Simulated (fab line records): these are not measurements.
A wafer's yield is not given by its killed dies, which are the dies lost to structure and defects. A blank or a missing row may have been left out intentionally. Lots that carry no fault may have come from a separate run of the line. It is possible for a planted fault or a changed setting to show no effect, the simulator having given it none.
Comparing a struck lot with a sound one || flow gf180mcu || 22 steps out of a route of 602
Sound: the wafers L286.2, L286.3, L286.5. The struck wafers were L300.1, L300.3, L300.6. The cause is named last.
At each step with rows: each side's tool, then ch and its chambers, then its first start. Under that, the readings that differ: sound wafers || struck wafers || difference of the means || sigmas: that difference in standard deviations of wafers without a fault.
alike: words and numbers the same on both sides, and readings whose means are apart by under 2 such deviations; not compared: readings that were withheld, readings missing a value for some wafer, numbers with overlapping values and no deviation given by the record, and bounds like >300 which may hide the same value.
A row with sigmas, a row that says differs or no value, or rows on one side alone: a step with any of these is where the two part. Numbers that don't overlap but have no deviation are shown without sigmas and don't part them. Lack of a reading on every wafer of one side parts them only where that side has two or more wafers.

GF_POLY_GATE_OVL_MEAS_11:
  sound on overlay-02, day 9 15:38; struck on overlay-01, day 13 17:53
  alike: POLY_GATE_OVL
GF_POLY_GATE_ETCH_12: etches BARC in N2/H2.
  sound on rie_diel-04 ch 0,1,3, day 9 15:40; struck on rie_diel-04 ch 0,2, day 13 17:55
  alike: drypump_motor_current_A, oes_product_au, rf_fwd_power_W, throttle_valve_pct
GF_POLY_GATE_ETCH_13: etches poly-Si in HBr/Cl2, stops on SiO2, target depth 198.5 nm, time 69.6 s.
  sound on rie_si-01 ch 0,1,2, day 9 15:43; struck on rie_si-01 ch 1,2,3, day 13 17:58
  alike: drypump_motor_current_A, oes_product_au, rf_fwd_power_W, throttle_valve_pct
  not compared: rf_hours_counter_h
GF_POLY_GATE_STRIP_14: strips in O2/N2.
  sound on plasma_asher-01 ch 0,1, day 9 15:46; struck on plasma_asher-02 ch 0,1, day 13 18:01
  alike: drypump_motor_current_A, heater_power_w, oes_product_au
  not compared: rf_hours_counter_h
then, 2 steps without rows for these wafers: GF_POLY_GATE_CLEAN_15 (cleans in SC1/SC2, time 150 s); GF_POLY_GATE_OXIDATION_16 (stabilise 600 s, purge 300 s, target thk 4 nm).
GF_POLY_GATE_THK_MEAS_17:
  sound on film_metro-01, day 9 17:11; struck on film_metro-02, day 13 19:25
  alike: POLY_GATE_OXIDATION_THK
GF_POLY_GATE_CD_MEAS_18:
  sound on cd_sem-01, day 9 17:16; struck on cd_sem-01, day 13 19:29
  alike: cd_nm
then, 4 steps without rows for these wafers: GF_HV_LDD_DEHYDRATE_00 (time 60 s); GF_HV_LDD_HMDS_01 (prime time 60 s); GF_HV_LDD_COAT_02 (resist thk 1000 nm); GF_HV_LDD_SOFTBAKE_03 (time 60 s).
GF_HV_LDD_EXPOSE_04: exposes mask Nplus LV AREA, target cd 400 nm.
  sound on iline_stepper-01 ch 0, day 10 02:12; struck on iline_stepper-01 ch 0, day 14 06:01
{"reading": "mask", "sound": "Nplus_LV_AREA#0 Nplus_LV_AREA#0 Nplus_LV_AREA#0", "struck": "Nwell_HV_AREA#0 Nwell_HV_AREA#0 Nwell_HV_AREA#0", "difference": "differs", "sigmas": ""}
then, 2 steps without rows for these wafers: GF_HV_LDD_PEB_05; GF_HV_LDD_DEVELOP_06 (develop time 60 s).
GF_HV_LDD_CD_MEAS_07: target cd 400 nm.
  sound on cd_sem-02, day 10 11:12; struck on cd_sem-01, day 14 15:39
{"reading": "cd_nm (nm)", "sound": "399.7 400.1 401.7", "struck": "- - -", "difference": "no value on the struck wafers", "sigmas": ""}
GF_HV_LDD_OVL_MEAS_08:
  sound on overlay-01, day 10 11:18; struck on overlay-02, day 14 15:46
{"reading": "HV_LDD_OVL (nm)", "sound": "-2.7 -3.5 -1.6", "struck": "- - -", "difference": "no value on the struck wafers", "sigmas": ""}
next, for these wafers, 1 step has no rows: GF_HV_LDD_IMPLANT_09.
GF_HV_LDD_STRIP_10: strips in O2/N2.
  sound on plasma_asher-03 ch 0,1, day 10 11:29; struck on plasma_asher-02 ch 1, day 14 15:57
{"reading": "drypump_motor_current_A (A)", "sound": "5.1 5.5 5.5", "struck": "6.2 6.2 6.2", "difference": "+0.8", "sigmas": "+2"}
  alike: heater_power_w, oes_product_au, strip_time_to_endpoint_s
  not compared: rf_hours_counter_h
GF_HV_LDD_TW_MEAS_11:
  sound on film_metro-03, day 10 11:35; struck on film_metro-03, day 14 16:03
{"reading": "HV_LDD_TW", "sound": "2418 2419 2417", "struck": "30 30 30", "difference": -2388, "sigmas": "-99 or more"}
then, 1 step without rows for these wafers: GF_HV_LDD_DEHYDRATE_12 (time 60 s).
-- the record jumps here: 19 days lie between the struck wafers' starts before and after (it left off in module HV_LDD and takes up again in module PASSIVATION, whose first step shown is number 602 of the route) --
GF_PASSIVATION_PROBE_99:
  the record has rows for the struck wafers here (prober-02, day 33 06:32) and none for the sound ones

WHERE THEY PART
Last at GF_PASSIVATION_PROBE_99 as far as this record goes, first at GF_HV_LDD_EXPOSE_04.

WHY: whatever the simulator had introduced
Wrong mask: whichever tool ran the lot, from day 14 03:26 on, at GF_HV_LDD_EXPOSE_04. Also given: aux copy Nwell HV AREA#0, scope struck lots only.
